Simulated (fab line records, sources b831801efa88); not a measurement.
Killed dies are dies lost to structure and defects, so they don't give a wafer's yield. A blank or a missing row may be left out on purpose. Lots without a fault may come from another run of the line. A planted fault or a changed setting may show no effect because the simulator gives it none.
fab line records | flow gf180mcu
record lots=14 wafers=42 last_day=36
route steps=602 shown V2@394
lots that met no fault: from a run of the same line without faults
start_h: hours from the record's first day to the start of the lot's first wafer shown | wait_h: hours since the lot's step before | " the same as in the row above | L1.1+2: a row that stands for several wafers | - no value, or no start given | * or withheld: withheld | < > ~ a bound
route shown NAME@n: a module of which the file shows steps, and the number in the route of the first | usual: mean/standard deviation of fault-free wafers | same: alike in all rows | chamber/n: place in a boat | sites: the reading at each site | _std_site: their standard deviation | _edge_site: outer sites' mean less inner sites' | radius_mm: how far each site lies from the wafer's centre | mask NAME#n: copy n | behind: the tool/chamber that last shaped the wafer | hold: why the lot was held/for how many hours/how that ended | device: the transistor (n, p or np) that didn't switch | end of line: the same wafers' tests at the end of the route | a step without rows: its recipe alone | killed: dies lost to structure and defects at the first sort, not the wafer's yield | map: a wafer's dies, x killed, . not, _ none there
set.NAME: the setting as run; set.NAME@STEP: as run at that earlier step | model.NAME: the simulator's own value behind a step, which no gauge read
steps of the route over a sample of lots; a table a step, a row a wafer
services: from which hour (start_h, from the record's first day; less than 0 if before it) a tool's chamber was out of use, for how many hours, and why
## steps
# step GF_V2_PEB_12
# recipe peb_temp_c=135 peb_time_s=90 resist=KrF
# usual chill_plate_temp_C=23.00/0.11 exhaust_pa=45.1/0.99
# columns lot.wafer tool chamber start_h wait_h chill_plate_temp_C exhaust_pa
L341.1 litho_track-02 0 514.15 - 22.98 46.6
L341.3 " 0 " " 22.91 46.5
L341.4 " 0 " " 23.06 46.0
L342.1 litho_track-01 0 526.80 - 23.31 44.8
L342.2 " 0 " " 23.14 45.3
L342.3 " 0 " " 23.19 46.0
L343.1 litho_track-01 0 530.85 - 23.14 45.4
L343.2 " 0 " " 23.16 45.7
L343.5 " 0 " " 23.15 45.3
L344.2 litho_track-04 0 543.50 - 22.87 46.7
L344.4 " 0 " " 23.08 44.8
L344.5 " 0 " " 23.04 44.0
L345.2 litho_track-02 0 554.73 - 23.02 44.7
L345.3 " 0 " " 22.96 44.7
L345.6 " 0 " " 22.97 45.2
L347.1 litho_track-02 0 567.75 - 23.01 45.7
L347.2 " 0 " " 23.02 46.4
L347.5 " 0 " " 22.85 45.8
L349.1 litho_track-01 0 582.45 - 23.07 46.2
L349.2 " 0 " " 22.97 46.1
L349.4 " 0 " " 22.94 45.1
L351.1 litho_track-04 0 594.62 - 22.99 46.0
L351.4 " 0 " " 23.07 44.0
L351.5 " 0 " " 22.91 43.9
L352.3 litho_track-02 - 600.52 - - -
L352.4 " - " " - -
L352.6 " - " " - -
L353.2 litho_track-02 - 612.58 - - -
L353.3 " - " " - -
L353.6 " - " " - -
L357.2 litho_track-01 0 638.43 - 22.90 46.1
L357.5 " 0 " " 22.87 43.6
L357.6 " 0 " " 22.86 46.7
L362.2 litho_track-02 0 668.88 - 22.89 45.1
L362.5 " 0 " " 22.99 45.4
L362.6 " 0 " " 22.97 45.4
L363.4 litho_track-01 0 676.50 - 23.14 42.4
L363.5 " 0 " " 22.93 45.4
L363.6 " 0 " " 23.02 45.4
L364.3 litho_track-01 0 677.42 - 23.04 42.9
L364.4 " 0 " " 23.07 43.6
L364.6 " 0 " " 22.96 43.7
# step GF_V2_OVL_MEAS_15
# usual V2_OVL=-1/4.9
# columns lot.wafer tool chamber start_h wait_h V2_OVL[nm]
L341.1 overlay-02 - 514.62 0.1 0
L341.3 " - " " 1
L341.4 " - " " -1
L342.1 overlay-02 - 527.27 0.1 -3
L342.2 " - " " -6
L342.3 " - " " -1
L343.1 overlay-02 - 531.32 0.1 11
L343.2 " - " " 5
L343.5 " - " " 11
L344.2 overlay-01 - 543.94 0.1 2
L344.4 " - " " -1
L344.5 " - " " 1
L345.2 overlay-01 - 555.18 0.1 -6
L345.3 " - " " -1
L345.6 " - " " 3
L347.1 overlay-01 - 568.22 0.1 -9
L347.2 " - " " -1
L347.5 " - " " -6
L349.1 overlay-02 - 582.92 0.1 9
L349.2 " - " " 5
L349.4 " - " " 6
L351.1 overlay-01 - 595.09 0.1 2
L351.4 " - " " 1
L351.5 " - " " 4
L352.3 overlay-02 - 600.93 0.1 -
L352.4 " - " " -
L352.6 " - " " -
L353.2 overlay-02 - 613.03 0.1 -
L353.3 " - " " -
L353.6 " - " " -
L357.2 overlay-02 - 638.88 0.1 0
L357.5 " - " " 0
L357.6 " - " " -6
L362.2 overlay-01 - 669.32 0.1 4
L362.5 " - " " -1
L362.6 " - " " 2
L363.4 overlay-02 - 676.89 0.1 4
L363.5 " - " " -1
L363.6 " - " " -6
L364.3 overlay-02 - 677.83 0.1 -3
L364.4 " - " " 9
L364.6 " - " " 9
# step GF_V2_ETCH_17
# recipe chemistry=C4F8/O2/Ar mask_material=KrF target=SiO2 stop_on=TiN source_w=1500 bias_w=1200 pressure_mtorr=40 c4f8_flow_sccm=withheld O2_flow_sccm=6 Ar_flow_sccm=300 time_s=withheld target_depth_a=6300
# usual oes_product_au=0.855/0.0051
# columns lot.wafer tool chamber start_h wait_h oes_product_au
L341.1 rie_diel-04 1 - - 0.864
L341.3 " 0 " " 0.859
L341.4 " 3 " " 0.856
L342.1 rie_diel-01 3 - - 0.852
L342.2 " 0 " " 0.858
L342.3 " 2 " " 0.852
L343.1 rie_diel-02 2 - - 0.853
L343.2 " 3 " " 0.858
L343.5 " 3 " " 0.855
L344.2 rie_diel-01 3 - - 0.841
L344.4 " 1 " " 0.860
L344.5 " 1 " " 0.864
L345.2 rie_diel-02 1 - - 0.857
L345.3 " 0 " " 0.850
L345.6 " 1 " " 0.857
L347.1 rie_diel-02 3 - - 0.850
L347.2 " 2 " " 0.857
L347.5 " 0 " " 0.850
L349.1 rie_diel-04 0 - - 0.854
L349.2 " 2 " " 0.859
L349.4 " 3 " " 0.856
L351.1 rie_diel-01 2 - - 0.858
L351.4 " 3 " " 0.856
L351.5 " 1 " " 0.861
L352.3 rie_diel-04 3 - - 0.863
L352.4 " 0 " " 0.864
L352.6 " 0 " " 0.856
L353.2 rie_diel-01 2 - - 0.851
L353.3 " 1 " " 0.857
L353.6 " 2 " " 0.862
L357.2 rie_diel-01 1 - - 0.860
L357.5 " 0 " " 0.844
L357.6 " 3 " " 0.859
L362.2 rie_diel-01 3 - - 0.856
L362.5 " 2 " " 0.859
L362.6 " 3 " " 0.846
L363.4 rie_diel-01 2 - - 0.858
L363.5 " 0 " " 0.864
L363.6 " 3 " " 0.851
L364.3 rie_diel-04 3 - - 0.860
L364.4 " 1 " " 0.853
L364.6 " 3 " " 0.855
# step GF_V2_SPUTTER_22
# recipe material=TiN target_thk_nm=10 chamber_pressure_pa=5 power_w=4000 time_s=40
# usual throttle_valve_pct=29.5/1.2
# columns lot.wafer tool chamber start_h wait_h throttle_valve_pct
L341.1 pvd_sputter-04 - 515.38 0.0 29.2
L341.3 " - " " 28.5
L341.4 " - " " 31.2
L342.1 pvd_sputter-03 - 528.06 0.0 29.5
L342.2 " - " " 29.9
L342.3 " - " " 29.6
L343.1 pvd_sputter-04 - 532.11 0.0 32.0
L343.2 " - " " 29.0
L343.5 " - " " 30.8
L344.2 pvd_sputter-04 - 544.77 0.0 29.1
L344.4 " - " " 28.6
L344.5 " - " " 29.5
L345.2 pvd_sputter-02 - 555.94 0.0 30.2
L345.3 " - " " 30.3
L345.6 " - " " 29.7
L347.1 pvd_sputter-04 - 569.01 0.0 29.4
L347.2 " - " " 30.8
L347.5 " - " " 29.3
L349.1 pvd_sputter-04 - 583.68 0.0 31.2
L349.2 " - " " 29.3
L349.4 " - " " 32.0
L351.1 pvd_sputter-02 - 595.85 0.0 29.6
L351.4 " - " " 30.3
L351.5 " - " " 30.1
L352.3 pvd_sputter-03 - 601.69 0.0 29.5
L352.4 " - " " 27.8
L352.6 " - " " 29.4
L353.2 pvd_sputter-03 - 613.81 0.0 29.5
L353.3 " - " " 27.7
L353.6 " - " " 27.6
L357.2 pvd_sputter-03 - 639.66 0.0 27.9
L357.5 " - " " 28.1
L357.6 " - " " 29.4
L362.2 pvd_sputter-03 - 670.11 0.0 29.5
L362.5 " - " " 29.5
L362.6 " - " " 29.8
L363.4 pvd_sputter-04 - 677.79 0.0 29.2
L363.5 " - " " 29.6
L363.6 " - " " 32.1
L364.3 pvd_sputter-04 - 678.59 0.0 29.3
L364.4 " - " " 28.8
L364.6 " - " " 31.1
## services
# columns tool chamber start_h hours kind
rie_diel-04 0 493.13 9.5 repair
rie_diel-01 1 500.01 19.7 repair
rie_diel-01 - 510.56 2.8 pm
rie_diel-01 1 519.72 - clean
rie_diel-01 1 519.72 17.3 scheduled_down
rie_diel-01 1 519.72 17.3 vent_cycle
pvd_sputter-03 - 541.39 17.5 repair
rie_diel-02 1 544.04 2.2 repair
pvd_sputter-04 - 567.00 1.2 repair
rie_diel-02 0 577.89 4.2 repair
rie_diel-02 2 602.11 29.5 repair
rie_diel-01 3 608.86 13.3 repair
pvd_sputter-04 - 615.24 5.2 repair
pvd_sputter-02 - 639.13 2.7 repair
rie_diel-01 2 641.48 - clean
rie_diel-01 2 641.48 22.5 scheduled_down
rie_diel-01 2 641.48 22.5 vent_cycle
pvd_sputter-03 - 674.90 7.8 repair
## key
first_sign step=GF_V2_PEB_12 reading=tool_record direction=missing
effect none on later readings
met_at GF_V2_PEB_12
struck_lots L352,L353
later_rows_left_out L352.3,L352.4,L352.6,L353.2,L353.3,L353.6
sort_left_out L352.3,L352.4,L352.6,L353.2,L353.3,L353.6
not_acting_at GF_V2_OVL_MEAS_15,GF_V2_ETCH_17,GF_V2_SPUTTER_22
onset_between 567.75 600.52
fault kind=skipped_step_whole tool=litho_track-02 chamber=- onset_h=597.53 steps=GF_V2_PEB_12 scope=struck_lots_only
# sort_left_out: the simulated sort isn't trusted on such a fault, so these wafers' sort isn't shown, and their yield isn't known
# later_rows_left_out: the simulator's readings of these wafers behind a module that went badly wrong aren't trusted and aren't shown, but for the sort
